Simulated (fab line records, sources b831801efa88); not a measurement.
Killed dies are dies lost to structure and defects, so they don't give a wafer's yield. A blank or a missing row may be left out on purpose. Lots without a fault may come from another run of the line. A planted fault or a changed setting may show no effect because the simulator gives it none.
fab line records | flow sky130
record lots=5 wafers=15 last_day=49
route steps=708 shown LDD_HVN@270 LDD_HVP@278 PAD_OPEN@708
lots that met no fault: from a run of the same line without faults
start_h: hours from the record's first day to the start of the lot's first wafer shown | wait_h: hours since the lot's step before | " the same as in the row above | L1.1+2: a row that stands for several wafers | - no value, or no start given | * or withheld: withheld | < > ~ a bound
route shown NAME@n: a module of which the file shows steps, and the number in the route of the first | usual: mean/standard deviation of fault-free wafers | same: alike in all rows | chamber/n: place in a boat | sites: the reading at each site | _std_site: their standard deviation | _edge_site: outer sites' mean less inner sites' | radius_mm: how far each site lies from the wafer's centre | mask NAME#n: copy n | behind: the tool/chamber that last shaped the wafer | hold: why the lot was held/for how many hours/how that ended | device: the transistor (n, p or np) that didn't switch | end of line: the same wafers' tests at the end of the route | a step without rows: its recipe alone | killed: dies lost to structure and defects at the first sort, not the wafer's yield | map: a wafer's dies, x killed, . not, _ none there
set.NAME: the setting as run; set.NAME@STEP: as run at that earlier step | model.NAME: the simulator's own value behind a step, which no gauge read
lots at some steps of the route; a table a step, a row a wafer
services: from which hour (start_h, from the record's first day; less than 0 if before it) a tool's chamber was out of use, for how many hours, and why
## steps
# step SKY_LDD_HVN_SOFTBAKE_03
# recipe temp_c=90 time_s=60 resist=NOVOLAK
# step SKY_LDD_HVN_EXPOSE_04
# recipe mask_id=HVNTM na=0.6 source_shape=conventional sigma_outer=0.6 polarization=unpolarized target_cd_nm=700 dose_mj=127
# step SKY_LDD_HVN_PEB_05
# recipe temp_c=withheld time_s=* resist=NOVOLAK
# step SKY_LDD_HVN_DEVELOP_06
# recipe resist=NOVOLAK developer=TMAH develop_time_s=60 dev_temp_c=23
# step SKY_LDD_HVN_OVL_MEAS_07
# usual LDD_HVN_OVL=-0.2/1.2
# columns lot.wafer tool chamber start_h wait_h LDD_HVN_OVL[nm]
L170.2 overlay-02 - 450.64 0.1 0.5
L170.3 " - " " 0.5
L170.5 " - " " -0.8
L172.3 overlay-01 - 483.03 0.1 0.6
L172.5 " - " " 1.6
L172.6 " - " " 0.9
L173.1 overlay-01 - 487.48 0.1 1.9
L173.2 " - " " 1.0
L173.3 " - " " 0.4
L186.2 overlay-01 - 602.98 0.1 0.5
L186.3 " - " " -1.2
L186.5 " - " " -0.6
L188.2 overlay-01 - 625.58 0.1 -1.3
L188.4 " - " " -0.1
L188.5 " - " " -1.6
# step SKY_LDD_HVN_IMPLANT_08
# recipe species=P energy_kev=60 dose_cm2=3e+13 tilt_deg=40
# step SKY_LDD_HVN_STRIP_09
# recipe chemistry=O2/N2 power_w=1400 pressure_mtorr=1500 platen_temp_c=withheld o2_flow_sccm=3000 n2_flow_sccm=300 overash_fraction=0.5
# usual drypump_motor_current_A=5.6/0.47 oes_product_au=0.408/0.0051 strip_time_to_endpoint_s=4.137/0.019
# columns lot.wafer tool chamber start_h wait_h drypump_motor_current_A oes_product_au rf_hours_counter_h strip_time_to_endpoint_s
L170.2 plasma_asher-04 0 450.82 0.1 6.8 0.400 65 4.089
L170.3 " 0 " " 6.8 0.407 - 4.086
L170.5 " 1 " " 5.3 0.416 - 4.089
L172.3 plasma_asher-03 1 483.24 0.1 5.3 0.407 - 4.139
L172.5 " 0 " " 5.8 0.400 - 4.134
L172.6 " 1 " " 5.3 0.404 - 4.132
L173.1 plasma_asher-03 0 487.67 0.1 5.8 0.397 77 4.116
L173.2 " 1 " " 5.3 0.404 77 4.149
L173.3 " 0 " " 5.8 0.411 - 4.136
L186.2 plasma_asher-03 1 603.16 0.1 5.3 0.403 89 4.141
L186.3 " 0 " " 5.8 0.408 - 4.141
L186.5 " 1 " " 5.3 0.409 - 4.162
L188.2 plasma_asher-03 1 625.76 0.1 5.4 0.417 91 4.176
L188.4 " 0 " " 5.8 0.401 - 4.146
L188.5 " 0 " " 5.8 0.422 - 4.160
# step SKY_LDD_HVN_TW_MEAS_10
# usual LDD_HVN_TW=1417/6.4
# columns lot.wafer tool chamber start_h wait_h LDD_HVN_TW
L170.2 film_metro-04 - 450.93 0.1 1407
L170.3 " - " " 1418
L170.5 " - " " 1411
L172.3 film_metro-01 - 483.33 0.1 1416
L172.5 " - " " 1404
L172.6 " - " " 1412
L173.1 film_metro-01 - 487.77 0.1 1420
L173.2 " - " " 1416
L173.3 " - " " 1416
L186.2 film_metro-01 - 603.27 0.1 1423
L186.3 " - " " 1422
L186.5 " - " " 1422
L188.2 film_metro-03 - 625.87 0.1 1423
L188.4 " - " " 1430
L188.5 " - " " 1428
# step SKY_LDD_HVP_DEHYDRATE_00
# recipe temp_c=200 time_s=60
# step SKY_LDD_HVP_HMDS_01
# recipe prime_time_s=60 prime_temp_c=120
# step SKY_LDD_HVP_COAT_02
# recipe resist=NOVOLAK spin_rpm=3000 resist_thk_nm=300
# step SKY_LDD_HVP_SOFTBAKE_03
# recipe temp_c=90 time_s=60 resist=NOVOLAK
# step SKY_LDD_HVP_EXPOSE_04
# recipe mask_id=HVPTM na=0.6 source_shape=conventional sigma_outer=0.6 polarization=unpolarized target_cd_nm=700 dose_mj=86
# same na=0.6
# columns lot.wafer tool chamber start_h wait_h mask
L170.2+3+5 iline_stepper-02 0 467.24 - HVPTM#0
L172.3+5+6 iline_stepper-02 0 499.60 - HVPTM#0
L173.1+2+3 iline_stepper-01 0 503.56 - HVPTM#0
L186.2+3+5 iline_stepper-01 0 617.79 - LDNTM#0
L188.2+4+5 iline_stepper-02 0 639.46 - HVPTM#0
# step SKY_LDD_HVP_PEB_05
# recipe temp_c=withheld time_s=* resist=NOVOLAK
# step SKY_LDD_HVP_DEVELOP_06
# recipe resist=NOVOLAK developer=TMAH develop_time_s=60 dev_temp_c=23
# step SKY_LDD_HVP_OVL_MEAS_07
# usual LDD_HVP_OVL=0.2/1.4
# columns lot.wafer tool chamber start_h wait_h LDD_HVP_OVL[nm]
L170.2 overlay-01 - 482.73 0.1 2.0
L170.3 " - " " 0.5
L170.5 " - " " 0.0
L172.3 overlay-01 - 514.63 0.1 -0.4
L172.5 " - " " -2.2
L172.6 " - " " 1.9
L173.1 overlay-01 - 519.03 0.1 -1.2
L173.2 " - " " 1.1
L173.3 " - " " 1.7
L186.2 overlay-02 - 630.58 0.1 -
L186.3 " - " " -
L186.5 " - " " -
L188.2 overlay-02 - 652.23 0.1 -2.5
L188.4 " - " " -2.5
L188.5 " - " " -1.8
# step SKY_LDD_HVP_IMPLANT_08
# recipe species=B energy_kev=20 dose_cm2=1.7e+13 tilt_deg=17.9
# step SKY_LDD_HVP_STRIP_09
# recipe chemistry=O2/N2 power_w=1400 pressure_mtorr=1500 platen_temp_c=withheld o2_flow_sccm=3000 n2_flow_sccm=300 overash_fraction=0.5
# usual drypump_motor_current_A=5.9/0.56 oes_product_au=0.408/0.0047 strip_time_to_endpoint_s=4.143/0.013
# columns lot.wafer tool chamber start_h wait_h drypump_motor_current_A oes_product_au rf_hours_counter_h strip_time_to_endpoint_s
L170.2 plasma_asher-04 0 482.91 0.1 6.8 0.408 68 4.140
L170.3 " 0 " " 6.8 0.404 - 4.149
L170.5 " 1 " " 5.3 0.406 - 4.160
L172.3 plasma_asher-04 0 514.84 0.1 6.8 0.407 - 4.153
L172.5 " 1 " " 5.3 0.401 - 4.138
L172.6 " 0 " " 6.8 0.413 - 4.130
L173.1 plasma_asher-02 1 519.22 0.1 5.9 0.411 37 4.146
L173.2 " 0 " " 6.3 0.411 37 4.150
L173.3 " 0 " " 6.3 0.417 - 4.160
L186.2 plasma_asher-03 1 630.76 0.1 5.3 0.407 92 4.145
L186.3 " 0 " " 5.9 0.409 - 4.163
L186.5 " 0 " " 5.8 0.411 - 4.164
L188.2 plasma_asher-03 0 652.41 0.1 5.8 0.407 94 4.138
L188.4 " 1 " " 5.3 0.407 - 4.137
L188.5 " 1 " " 5.3 0.410 - 4.148
# step SKY_LDD_HVP_TW_MEAS_10
# usual LDD_HVP_TW=452/3.4
# columns lot.wafer tool chamber start_h wait_h hold LDD_HVP_TW
L170.2 film_metro-03 - 483.02 0.1 - 451
L170.3 " - " " - 452
L170.5 " - " " - 450
L172.3 film_metro-04 - 514.93 0.1 - 450
L172.5 " - " " - 449
L172.6 " - " " - 449
L173.1 film_metro-03 - 519.32 0.1 - 452
L173.2 " - " " - 452
L173.3 " - " " - 452
L186.2 film_metro-02 - 630.87 0.1 await_dispo/0.2h/release 30
L186.3 " - " " await_dispo/0.2h/release 30
L186.5 " - " " await_dispo/0.2h/release 30
L186.2 film_metro-02 - 631.09 0.2 - 30
L186.3 " - " " - 30
L186.5 " - " " - 30
L188.2 film_metro-03 - 652.52 0.1 - 451
L188.4 " - " " - 453
L188.5 " - " " - 451
# step SKY_PAD_OPEN_PROBE_99
# usual defect_limited_yield=82.2/1.8 killed_at_M0_to_M3=43/6.6 killed_at_M4_up=3.2/1.9 killed_at_contacts=25/5.3 killed_at_front_end=16/4.5 killed_at_other=0.3/0.63 killed_dies=87/8.9 killed_open=48/7.9 killed_short=39/5.3 sort_bin_3_pad_short=0.8/0.38 sort_bin_5_function=10.5/1.5 sort_bin_6_memory=6.4/1.2 sort_n_pass=405/8.9 sort_yield_pct=82.2/1.8
# same gross_dies=492 killed_at_back_side=0 sort_bin_4_leakage[%]=0 sort_bin_8_speed[%]=0
# columns lot.wafer tool chamber start_h wait_h defect_limited_yield[%] killed_at_M0_to_M3 killed_at_M4_up killed_at_contacts killed_at_front_end killed_at_other killed_dies killed_open killed_short sort_bin_3_pad_short[%] sort_bin_5_function[%] sort_bin_6_memory[%] sort_n_pass sort_yield_pct[%]
L170.2 prober-01 - 1064.99 0.1 84.6 41 7 19 9 0 76 38 38 0.8 8.1 6.5 416 84.6
L170.3 prober-01 - 1065.04 0.2 82.9 40 0 28 16 0 84 42 42 0.6 9.3 7.1 408 82.9
L170.5 prober-01 - 1065.14 0.2 81.3 46 4 26 14 2 92 51 40 0.6 12.0 6.1 400 81.3
L173.1 prober-02 - 1089.24 0.1 83.5 36 3 27 14 1 81 36 43 0.6 8.9 6.9 411 83.5
L173.2 prober-02 - 1089.29 0.1 82.3 46 2 30 8 1 87 44 41 0.8 10.2 6.7 405 82.3
L173.3 prober-02 - 1089.34 0.2 81.7 45 5 28 12 0 90 45 43 1.0 8.7 8.5 402 81.7
L188.2 prober-01 - 1178.34 0.1 82.3 40 4 22 20 1 87 40 46 1.4 10.6 5.7 405 82.3
L188.4 prober-01 - 1178.44 0.2 82.3 39 3 34 11 0 87 45 42 0.8 10.4 6.5 405 82.3
L188.5 prober-01 - 1178.49 0.2 83.3 38 5 23 15 1 82 45 37 0.2 11.0 5.5 410 83.3
# killed by level:class
L170.2 VIA1:geometric_particle:open=12 METAL1:geometric_particle:short=10 LI_CONTACT:geometric_particle:open=6 METAL2:geometric_particle:short=6 METAL4:geometric_particle:short=6 CONTACT:geometric_particle:open=5 VIA3:geometric_particle:open=5 LOCAL_INTERCONNECT:geometric_particle:short=3
L170.3 VIA1:geometric_particle:short=8 VIA3:geometric_particle:open=8 VIA1:geometric_particle:open=7 LI_CONTACT:geometric_particle:open=7 LOCAL_INTERCONNECT:geometric_particle:short=6 LI_CONTACT:geometric_particle:short=6 CONTACT:geometric_particle:open=6 METAL1:geometric_particle:short=5
L170.5 VIA1:geometric_particle:open=10 FIELD_ISO:geometric_particle:open=8 LI_CONTACT:geometric_particle:open=8 METAL1:geometric_particle:short=8 CONTACT:geometric_particle:open=6 VIA1:geometric_particle:short=5 METAL2:geometric_particle:short=5 LI_CONTACT:geometric_particle:short=4
L173.1 CONTACT:geometric_particle:open=8 LI_CONTACT:geometric_particle:open=7 VIA1:geometric_particle:open=6 LOCAL_INTERCONNECT:geometric_particle:short=5 CONTACT:geometric_particle:short=5 VIA1:geometric_particle:short=5 METAL3:geometric_particle:short=5 METAL1:geometric_particle:short=4
L173.2 CONTACT:geometric_particle:open=13 LI_CONTACT:geometric_particle:open=7 METAL2:geometric_particle:short=7 VIA1:geometric_particle:open=7 VIA1:geometric_particle:short=6 VIA3:geometric_particle:open=5 VIA2:geometric_particle:short=5 LI_CONTACT:geometric_particle:short=4
L173.3 CONTACT:geometric_particle:open=16 VIA1:geometric_particle:open=7 VIA3:geometric_particle:open=7 VIA1:geometric_particle:short=6 METAL1:geometric_particle:short=6 METAL2:geometric_particle:short=6 CONTACT:geometric_particle:short=5 FIELD_ISO:geometric_particle:open=4
L188.2 FIELD_ISO:geometric_particle:short=12 CONTACT:geometric_particle:open=11 CONTACT:geometric_particle:short=7 VIA3:geometric_particle:open=7 VIA2:geometric_particle:open=6 METAL1:geometric_particle:short=6 VIA1:geometric_particle:open=6 METAL2:geometric_particle:short=5
L188.4 CONTACT:geometric_particle:open=14 CONTACT:geometric_particle:short=8 LI_CONTACT:geometric_particle:open=7 METAL3:geometric_particle:short=7 VIA1:geometric_particle:short=6 VIA1:geometric_particle:open=6 METAL1:geometric_particle:short=5 METAL2:geometric_particle:short=4
L188.5 CONTACT:geometric_particle:open=12 VIA2:geometric_particle:open=8 VIA1:geometric_particle:open=7 METAL1:geometric_particle:short=5 FIELD_ISO:geometric_particle:open=4 CONTACT:geometric_particle:short=4 LI_CONTACT:geometric_particle:short=4 METAL2:geometric_particle:short=4
## services
# columns tool chamber start_h hours kind
iline_stepper-02 - 433.46 0.5 repair
iline_stepper-02 - 438.90 15.3 repair
plasma_asher-03 - 452.97 1.3 repair
plasma_asher-02 - 459.94 0.8 repair
plasma_asher-02 - 468.12 1.2 repair
iline_stepper-02 - 471.12 19.2 repair
plasma_asher-04 - 472.09 0.7 repair
iline_stepper-01 - 493.10 3.9 repair
iline_stepper-02 0 514.67 - calibration
iline_stepper-01 0 516.66 - calibration
plasma_asher-03 - 554.76 0.6 repair
plasma_asher-02 - 557.85 1.2 repair
iline_stepper-01 - 593.42 1.7 pm
iline_stepper-02 - 602.25 8.4 repair
plasma_asher-04 - 603.06 2.8 pm
plasma_asher-03 - 627.84 2.8 pm
plasma_asher-03 - 634.46 2.0 repair
iline_stepper-02 - 639.56 1.7 pm
iline_stepper-02 - 644.31 8.6 repair
## key
first_sign step=SKY_LDD_HVP_EXPOSE_04 reading=mask direction=changed
effect step=SKY_LDD_HVP_OVL_MEAS_07 reading=LDD_HVP_OVL direction=missing
effect step=SKY_LDD_HVP_TW_MEAS_10 reading=visit direction=added
effect step=SKY_LDD_HVP_TW_MEAS_10 reading=LDD_HVP_TW direction=down sigmas=99+ usual=452 struck=30
met_at SKY_LDD_HVP_EXPOSE_04
struck_wafers L186.2,L186.3,L186.5
scrapped_behind SKY_LDD_HVP_TW_MEAS_10 L186.2,L186.3,L186.5
onset_between 503.56 617.79
fault kind=wrong_mask tool=any chamber=- onset_h=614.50 steps=SKY_LDD_HVP_EXPOSE_04 aux_copy=LDNTM#0 scope=struck_lots_only
